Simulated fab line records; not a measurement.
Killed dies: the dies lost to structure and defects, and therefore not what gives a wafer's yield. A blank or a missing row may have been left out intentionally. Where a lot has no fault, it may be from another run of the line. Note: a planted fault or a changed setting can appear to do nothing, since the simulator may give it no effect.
fab line records    flow gf180mcu
record: lots: 6  wafers: 18  last_day: 34
route steps=602 shown M2@366 PASSIVATION@602
lots that met no fault: taken from a fault-free run of the same line
start_h: hours from the record's first day to the start of the lot's first wafer shown    wait_h: hours from the lot's prior step to this one    " the same as in the row above    L1.1+2: one row covering several wafers at once    - value missing, or start not given    * or withheld: withheld    < > ~ a bound
route shown NAME@n: a module of which the file shows steps, and the number in the route of the first    usual: mean/standard deviation taken from wafers without a fault    same: alike in all rows    chamber/n: place in a boat    sites: each site's reading    _std_site: the values' standard deviation    _edge_site: inner sites' mean taken away from outer sites' mean    radius_mm: for every site, how far away it sits from the centre of the wafer    mask NAME#n: copy n    behind: tool/chamber where the wafer was last shaped    hold: cause of the lot's hold/its duration in hours/its outcome    device: the transistor (n, p or np) that didn't switch    end of line: the same wafers' tests at the end of the route    a step given without rows: its recipe and nothing more    killed: at the first sort, the dies lost to defects and structure; wafer yield is something else    map: a wafer's dies, marking killed ones x, the rest . and places with no die _
set.NAME: the setting the step ran with; set.NAME@STEP: the setting that earlier step ran with    model.NAME: the simulator's own value behind a step, which no gauge read
lots at selected steps of the route; one table per step, one row per wafer
services: when a tool's chamber went out of use (start_h, in hours from the record's first day, below 0 if earlier), for how many hours, and the reason
== steps ==
step: GF_M2_SPUTTER_04
recipe: material: TiN  target_thk_nm: 50  power_w: 6500  time_s: 41.7  chamber_pressure_pa: 0.4
usual: throttle_valve_pct: 30.1/1.1
lot.wafer  tool            chamber  start_h  wait_h  throttle_valve_pct
L274.1     pvd_sputter-03  -        411.58   0.0     29.4
L274.2     "               -        "        "       31.5
L274.3     "               -        "        "       29.1
L281.1     pvd_sputter-01  -        495.46   0.0     31.6
L281.3     "               -        "        "       31.9
L281.6     "               -        "        "       31.3
L282.1     pvd_sputter-03  -        513.90   0.0     29.5
L282.2     "               -        "        "       29.2
L282.6     "               -        "        "       29.2
L292.1     pvd_sputter-04  -        578.52   0.0     30.9
L292.2     "               -        "        "       29.0
L292.3     "               -        "        "       30.2
L294.2     pvd_sputter-03  -        588.43   0.0     31.5
L294.3     "               -        "        "       29.4
L294.5     "               -        "        "       29.8
L296.3     pvd_sputter-01  -        604.60   0.0     31.0
L296.4     "               -        "        "       31.8
L296.6     "               -        "        "       29.0
step: GF_M2_RS_MEAS_05
recipe: thk_meas_gauge: four-point-probe  reads: TiN_of_M2_SPUTTER_04+Ti_of_M2_SPUTTER_03+AlCu_of_M2_SPUTTER_02+TiN_of_M2_SPUTTER_01+Ti_of_M2_SPUTTER_00
usual: M2_ALCU_RS: 0.0689/0.0007
lot.wafer  tool           chamber  start_h  wait_h  M2_ALCU_RS[ohm/sq]
L274.1     film_metro-01  -        411.62   0.0     0.0689
L274.2     "              -        "        "       0.0677
L274.3     "              -        "        "       0.0688
L281.1     film_metro-01  -        495.50   0.0     0.0685
L281.3     "              -        "        "       0.0692
L281.6     "              -        "        "       0.0686
L282.1     film_metro-02  -        513.94   0.0     0.0703
L282.2     "              -        "        "       0.0700
L282.6     "              -        "        "       0.0697
L292.1     film_metro-03  -        578.56   0.0     0.0693
L292.2     "              -        "        "       0.0691
L292.3     "              -        "        "       0.0694
L294.2     film_metro-03  -        588.49   0.0     0.0684
L294.3     "              -        "        "       0.0688
L294.5     "              -        "        "       0.0700
L296.3     film_metro-02  -        604.68   0.1     0.0685
L296.4     "              -        "        "       0.0697
L296.6     "              -        "        "       0.0698
step: GF_M2_THK_MEAS_06
recipe: thk_meas_gauge: xrf  reads: AlCu_of_M2_SPUTTER_02
usual: M2_ALCU_THK: 453/5.2
lot.wafer  tool           chamber  start_h  wait_h  M2_ALCU_THK[nm]
L274.1     film_metro-01  -        411.74   0.1     454
L274.2     "              -        "        "       462
L274.3     "              -        "        "       455
L281.1     film_metro-01  -        495.62   0.1     456
L281.3     "              -        "        "       452
L281.6     "              -        "        "       458
L282.1     film_metro-02  -        514.06   0.1     444
L282.2     "              -        "        "       442
L282.6     "              -        "        "       446
L292.1     film_metro-03  -        578.68   0.1     451
L292.2     "              -        "        "       452
L292.3     "              -        "        "       453
L294.2     film_metro-03  -        588.60   0.1     458
L294.3     "              -        "        "       456
L294.5     "              -        "        "       447
L296.3     film_metro-02  -        604.78   0.1     455
L296.4     "              -        "        "       446
L296.6     "              -        "        "       443
step: GF_M2_DEHYDRATE_07
recipe: temp_c: 200  time_s: 60
step: GF_M2_HMDS_08
recipe: prime_time_s: 60  prime_temp_c: 120
step: GF_M2_COAT_09
recipe: resist: KrF  spin_rpm: withheld  resist_thk_nm: 1000
step: GF_M2_SOFTBAKE_10
recipe: temp_c: 130  time_s: 60  resist: KrF
step: GF_M2_EXPOSE_11
recipe: mask_id: Metal2  target_cd_nm: 280  na: 0.68  source_shape: conventional  sigma_outer: 0.6  dose_mj: 28
step: GF_M2_PEB_12
recipe: peb_temp_c: 135  peb_time_s: 90  resist: KrF
step: GF_M2_DEVELOP_13
recipe: develop_time_s: 60  dev_temp_c: 21
step: GF_M2_CD_MEAS_14
recipe: target_cd_nm: 280
usual: cd_nm: 279.8/1.1
lot.wafer  tool       chamber  start_h  wait_h  cd_nm
L274.1     cd_sem-01  -        434.87   0.1     279.6
L274.2     "          -        "        "       279.9
L274.3     "          -        "        "       278.8
L281.1     cd_sem-01  -        519.21   0.1     278.3
L281.3     "          -        "        "       278.9
L281.6     "          -        "        "       278.3
L282.1     cd_sem-01  -        537.11   0.1     280.1
L282.2     "          -        "        "       280.4
L282.6     "          -        "        "       279.7
L292.1     cd_sem-01  -        598.86   0.1     277.7
L292.2     "          -        "        "       277.2
L292.3     "          -        "        "       277.6
L294.2     cd_sem-02  -        609.13   0.1     280.2
L294.3     "          -        "        "       281.8
L294.5     "          -        "        "       280.6
L296.3     cd_sem-01  -        624.98   0.1     280.2
L296.4     "          -        "        "       280.4
L296.6     "          -        "        "       281.1
step: GF_M2_OVL_MEAS_15
usual: M2_OVL: -2/5.1
lot.wafer  tool        chamber  start_h  wait_h  M2_OVL[nm]
L274.1     overlay-02  -        434.99   0.1     -8
L274.2     "           -        "        "       -2
L274.3     "           -        "        "       -7
L281.1     overlay-02  -        519.33   0.1     0
L281.3     "           -        "        "       -5
L281.6     "           -        "        "       -9
L282.1     overlay-02  -        537.23   0.1     7
L282.2     "           -        "        "       -4
L282.6     "           -        "        "       4
L292.1     overlay-02  -        598.98   0.1     1
L292.2     "           -        "        "       0
L292.3     "           -        "        "       -5
L294.2     overlay-01  -        609.24   0.1     -4
L294.3     "           -        "        "       -5
L294.5     "           -        "        "       -11
L296.3     overlay-02  -        625.08   0.1     -3
L296.4     "           -        "        "       -5
L296.6     "           -        "        "       -3
step: GF_M2_METAL_ETCH_16
recipe: chemistry: Cl2/BCl3  mask_material: KrF  target_depth_nm: 627.5  stop_on: SiO2  pressure_mtorr: 8  icp_w: 800  bias_w: 140  Cl2_flow_sccm: 80  bcl3_flow_sccm: 40  time_s: 104.6
usual: bias_w: 140.1/0.48  drypump_motor_current_A: 5.47/0.29  oes_product_au: 0.975/0.0059  throttle_valve_pct: 28.247/0.0097
lot.wafer  tool          chamber  start_h  wait_h  bias_w  drypump_motor_current_A  oes_product_au  rf_hours_counter_h  throttle_valve_pct  model.M2.feature_depth_nm  model.etch.depth_nm  model.KrF_of_M2_COAT_09.thk_nm
L274.1     rie_metal-01  1        435.02   0.0     139.2   5.75                     0.979           1.7                 28.252              607.7                      607.7                726.1
L274.2     "             0        "        "       140.2   5.66                     0.983           8.8                 28.233              612.3                      612.3                734.4
L274.3     "             0        "        "       140.6   5.61                     0.978           -                   28.251              606.3                      606.3                729.2
L281.1     rie_metal-01  1        519.36   0.0     140.2   5.77                     0.977           3.7                 28.234              609.1                      609.1                734.9
L281.3     "             1        "        "       140.5   5.77                     0.985           -                   28.234              606.6                      606.6                733.1
L281.6     "             1        "        "       140.3   5.78                     0.816           -                   28.420              441                        441                  809.5
L282.1     rie_metal-01  0        537.26   0.0     139.9   5.63                     0.968           0.3                 28.252              598.7                      598.7                741.2
L282.2     "             1        "        "       140.2   5.77                     0.817           4.4                 28.430              443.4                      443.4                810.9
L282.6     "             1        "        "       139.2   5.75                     0.813           -                   28.423              443.6                      443.6                808.8
L292.1     rie_metal-01  1        599.02   0.0     139.6   5.76                     0.968           6.1                 28.257              604.2                      604.2                724.5
L292.2     "             0        "        "       140.1   5.63                     0.973           1.9                 28.244              604                        604                  733
L292.3     "             0        "        "       140.7   5.64                     0.975           -                   28.258              603.9                      603.9                737.8
L294.2     rie_metal-04  1        609.27   0.0     140.4   5.48                     0.978           6.7                 28.252              608                        608                  731.9
L294.3     "             1        "        "       140.1   5.47                     0.973           -                   28.249              606.8                      606.8                731.6
L294.5     "             0        "        "       140.6   5.05                     0.977           -                   28.233              598.6                      598.6                737
L296.3     rie_metal-04  1        625.14   0.1     140.2   5.51                     0.980           -                   28.244              609                        609                  736.7
L296.4     "             0        "        "       139.1   5.05                     0.973           -                   28.252              602.9                      602.9                740.9
L296.6     "             1        "        "       140.2   5.52                     0.976           -                   28.265              602.8                      602.8                739.8
step: GF_M2_STRIP_17
recipe: chemistry: O2/N2  power_w: 1400  pressure_mtorr: 1500  platen_temp_c: 250  o2_flow_sccm: 3000  n2_flow_sccm: 300  overash_fraction: 0.5
usual: drypump_motor_current_A: 5.9/0.64  heater_power_w: 339/22  oes_product_au: 0.557/0.0049  strip_time_to_endpoint_s: 7.87/0.038
lot.wafer  tool             chamber  start_h  wait_h  drypump_motor_current_A  heater_power_w  oes_product_au  rf_hours_counter_h  strip_time_to_endpoint_s
L274.1     plasma_asher-02  0        435.13   0.1     5.4                      333             0.555           0                   7.78
L274.2     "                1        "        "       6.8                      358             0.558           0                   7.87
L274.3     "                1        "        "       6.8                      362             0.548           -                   7.82
L281.1     plasma_asher-03  0        519.59   0.2     5.9                      353             0.557           49                  7.87
L281.3     "                1        "        "       5.8                      325             0.558           -                   7.86
L281.6     "                1        "        "       5.8                      323             0.591           -                   8.61
L282.1     plasma_asher-03  1        537.37   0.1     5.8                      326             0.555           51                  7.92
L282.2     "                0        "        "       5.9                      345             0.583           51                  8.60
L282.6     "                1        "        "       5.8                      313             0.581           -                   8.59
L292.1     plasma_asher-02  0        599.13   0.1     5.4                      344             0.552           19                  7.77
L292.2     "                1        "        "       6.8                      354             0.550           19                  7.85
L292.3     "                1        "        "       6.8                      365             0.558           -                   7.91
L294.2     plasma_asher-02  0        609.38   0.1     5.4                      337             0.551           20                  7.85
L294.3     "                1        "        "       6.8                      366             0.560           -                   7.85
L294.5     "                0        "        "       5.4                      348             0.563           -                   7.89
L296.3     plasma_asher-02  1        625.25   0.1     6.8                      367             0.558           -                   7.88
L296.4     "                0        "        "       5.4                      349             0.563           -                   7.93
L296.6     "                0        "        "       5.4                      342             0.553           -                   7.93
step: GF_M2_STRIP_18
recipe: chemistry: post_etch_residue_remover  time_s: 1200  temp_c: 72.5
step: GF_PASSIVATION_PROBE_99
lot.wafer   tool       chamber  start_h  wait_h  model.etest.field_n.short  model.etest.met5.short  model.etest.ldnmos_10p0.short  model.etest.dnwell.short  model.etest.nldd_3p3.short  model.etest.pmos_3p3.over_limit  model.etest.ring_3p3.no_ring  model.etest.via2_chain.short
L274.1+2+3  prober-02  -        671.11   0.1     0                          0                       0                              0                         0                           0                                0                             0
L281.1+3    prober-02  -        735.76   0.1     0                          0                       0                              0                         0                           0                                0                             0
L281.6      prober-02  -        736.01   0.2     1                          1                       1                              1                         1                           1                                1                             1
L282.1      prober-02  -        749.36   0.1     0                          0                       0                              0                         0                           0                                0                             0
L282.2+6    prober-02  -        749.41   0.1     1                          1                       1                              1                         1                           1                                1                             1
L292.1+2+3  prober-02  -        796.17   0.1     0                          0                       0                              0                         0                           0                                0                             0
L294.2+3+5  prober-01  -        804.21   0.1     0                          0                       0                              0                         0                           0                                0                             0
L296.3+4+6  prober-01  -        814.22   0.2     0                          0                       0                              0                         0                           0                                0                             0
killed by level:class
L274.1 V2:geometric_particle:open=7 V1:geometric_particle:open=5 M1:geometric_particle:short=4 V4:geometric_particle:open=4 STI:geometric_particle:short=3 STI:geometric_particle:open=3 V5:geometric_particle:open=3 POLY_GATE:geometric_particle:short=2
L274.2 V2:geometric_particle:open=8 V1:geometric_particle:open=7 V5:geometric_particle:short=4 V5:geometric_particle:open=4 CONTACT:geometric_particle:open=3 M1:geometric_particle:short=3 V2:geometric_particle:short=3 V3:geometric_particle:open=3
L274.3 V3:geometric_particle:open=8 V1:geometric_particle:open=7 V2:geometric_particle:open=5 V5:geometric_particle:open=5 V4:geometric_particle:open=4 STI:geometric_particle:open=3 STI:geometric_particle:short=3 V5:geometric_particle:short=3
L292.1 V2:geometric_particle:open=6 CONTACT:geometric_particle:open=5 V1:geometric_particle:open=4 V3:geometric_particle:open=4 STI:geometric_particle:open=3 POLY_GATE:geometric_particle:short=3 M1:geometric_particle:short=3 CONTACT:geometric_particle:short=2
L292.2 CONTACT:geometric_particle:short=5 V3:geometric_particle:open=5 STI:geometric_particle:open=4 V2:geometric_particle:open=4 V4:geometric_particle:open=4 CONTACT:geometric_particle:open=3 V5:geometric_particle:short=3 V1:geometric_particle:open=2
L292.3 V1:geometric_particle:open=5 V2:geometric_particle:open=5 V1:geometric_particle:short=3 V3:geometric_particle:open=3 STI:geometric_particle:short=2 POLY_GATE:geometric_particle:open=2 CONTACT:geometric_particle:open=2 M1:geometric_particle:short=2
L294.2 V1:geometric_particle:open=9 V2:geometric_particle:open=4 STI:geometric_particle:short=3 CONTACT:geometric_particle:open=3 CONTACT:geometric_particle:short=3 M1:geometric_particle:short=3 V1:geometric_particle:short=3 V4:geometric_particle:short=3
L294.3 CONTACT:geometric_particle:open=8 V4:geometric_particle:short=5 V4:geometric_particle:open=5 V1:geometric_particle:short=4 V2:geometric_particle:open=4 V3:geometric_particle:open=4 V5:geometric_particle:short=3 V5:geometric_particle:open=2
L294.5 V2:geometric_particle:open=6 M1:geometric_particle:short=4 CONTACT:geometric_particle:open=3 V4:geometric_particle:open=3 V5:geometric_particle:open=3 STI:geometric_particle:short=2 POLY_GATE:geometric_particle:open=2 SAB:geometric_particle:open=2
L296.3 CONTACT:geometric_particle:open=11 V3:geometric_particle:open=8 V3:geometric_particle:short=4 V4:geometric_particle:open=4 V5:geometric_particle:open=4 CONTACT:geometric_particle:short=3 M1:geometric_particle:short=3 V1:geometric_particle:open=3
L296.4 CONTACT:geometric_particle:open=8 M2:geometric_particle:short=4 V3:geometric_particle:open=4 STI:geometric_particle:open=3 M1:geometric_particle:short=3 V1:geometric_particle:open=3 V2:geometric_particle:open=3 V2:geometric_particle:short=3
L296.6 V4:geometric_particle:open=6 CONTACT:geometric_particle:open=5 V2:geometric_particle:open=5 V1:geometric_particle:open=4 CONTACT:geometric_particle:short=3 M2:geometric_particle:short=2 V4:geometric_particle:short=2 M5:geometric_particle:short=2
== services ==
tool             chamber  start_h  hours  kind
rie_metal-04     -        391.66   0.9    repair
pvd_sputter-01   -        405.16   5.3    repair
pvd_sputter-03   0        405.53   -      consumable_replace:kit
plasma_asher-02  -        421.25   9.0    pm
plasma_asher-02  0        421.25   9.0    vent_cycle
plasma_asher-02  1        421.25   9.0    vent_cycle
rie_metal-01     1        426.06   6.9    repair
rie_metal-04     -        427.95   1.4    pm
plasma_asher-02  0        430.25   -      clean
plasma_asher-02  1        430.25   -      clean
plasma_asher-03  -        440.73   2.4    repair
rie_metal-04     1        453.32   140.2  repair
pvd_sputter-04   -        467.62   11.1   repair
rie_metal-01     0        509.03   4.4    repair
rie_metal-01     0        513.44   -      clean
rie_metal-01     0        513.44   15.3   scheduled_down
rie_metal-01     0        513.44   15.3   vent_cycle
pvd_sputter-04   -        518.63   1.4    repair
pvd_sputter-03   -        536.65   5.2    repair
rie_metal-01     -        550.17   0.7    repair
rie_metal-04     -        562.48   0.6    repair
rie_metal-04     -        577.74   1.4    repair
pvd_sputter-01   -        584.88   11.2   repair
pvd_sputter-03   -        598.22   2.1    repair
== key ==
first_sign: step: GF_M2_METAL_ETCH_16  reading: oes_product_au  direction: down  sigmas: 27  usual: 0.975  struck: 0.815
effect: step: GF_M2_METAL_ETCH_16  reading: throttle_valve_pct  direction: up  sigmas: 18  usual: 28.247  struck: 28.424
effect: step: GF_M2_STRIP_17  reading: strip_time_to_endpoint_s  direction: up  sigmas: 19  usual: *  struck: *
model_effect: step: GF_M2_METAL_ETCH_16  value: M2.feature_depth_nm  without: 604.3  struck: 442.7
model_effect: step: GF_PASSIVATION_PROBE_99  value: etest.field_n.short  without: 0  struck: 1
met_at GF_M2_METAL_ETCH_16
struck_wafers L281.6,L282.2,L282.6
sort_left_out L281.6,L282.2,L282.6
onset_between 435.02 519.36
fault: kind: process_parameter_drift  tool: rie_metal-01  chamber: -  onset_h: 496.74  steps: GF_M2_METAL_ETCH_16  channel: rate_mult  offset: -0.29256  shape: step  end_h: 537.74  scope: struck_wafers_only
sort_left_out: the simulated sort isn't trusted on such a fault, so these wafers' sort isn't shown, and their yield isn't known
